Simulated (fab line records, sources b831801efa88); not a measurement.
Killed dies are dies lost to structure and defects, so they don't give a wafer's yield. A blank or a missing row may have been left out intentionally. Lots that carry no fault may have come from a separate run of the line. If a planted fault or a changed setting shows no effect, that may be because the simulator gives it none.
Chamber matching    flow sfqLine    rieDiel-03 running SFQ_TRILAYER_I3_VIA_ETCH_VIA_ETCH_088: 4 sister chambers
The step etches SiO2 in CHF3, stops on Nb, target depth 260 nm. 8 wafers are shown with their chamber, then 7 later ones without.

== WAFERS, EACH WITH ITS CHAMBER ==
wafer   chamber  rfFwdPowerW (W)  oesProductAu (a.u.)
L169.1  3        496.4            0.860
L170.3  1        498.5            0.849
L170.4  0        497.1            0.853
L171.2  1        499.6            0.860
L171.4  0        500.0            0.854
L171.5  2        497.3            0.857
L173.1  2        497.1            0.856
L173.5  3        498.1            0.850

== WAFERS MISSING THEIR CHAMBER ==
wafer   rfFwdPowerW (W)  oesProductAu (a.u.)
L173.6  496.5            0.848
L176.1  493.5            0.869
L176.5  494.3            0.857
L176.6  500.4            0.852
L180.2  497.1            0.864
L180.3  499.1            0.850
L180.4  497.0            0.851

== WHICH CHAMBER EACH ONE RAN IN ==
wafer   from the rows above                in truth
L173.6  can't be placed: 3 or 2 or 0 or 1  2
L176.1  can't be placed: 2 or 3 or 0 or 1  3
L176.5  can't be placed: 2 or 3 or 0 or 1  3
L176.6  can't be placed: 1 or 0 or 3 or 2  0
L180.2  can't be placed: 2 or 3 or 0 or 1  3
L180.3  can't be placed: 0 or 1 or 3 or 2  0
L180.4  can't be placed: 3 or 2 or 0 or 1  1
Correct placement for 0 of the 7. Can't be placed from these rows: 7 (the true chamber is among the candidates in 7). Wrongly placed: 0.
How it was worked out, from the rows above alone: a wafer's distance from a chamber is the root of the sum, over the readings, of the square of ((its reading less the chamber's mean) divided by the reading's scatter). The wafer belongs to the nearest chamber; if the next one is less than 2 further off, it can't be placed. The mean given for a chamber averages the wafers shown for that chamber. The scatter: the root of (the sum of the squares of (reading less its chamber's mean) over the shown wafers, divided by (wafers less chambers)).
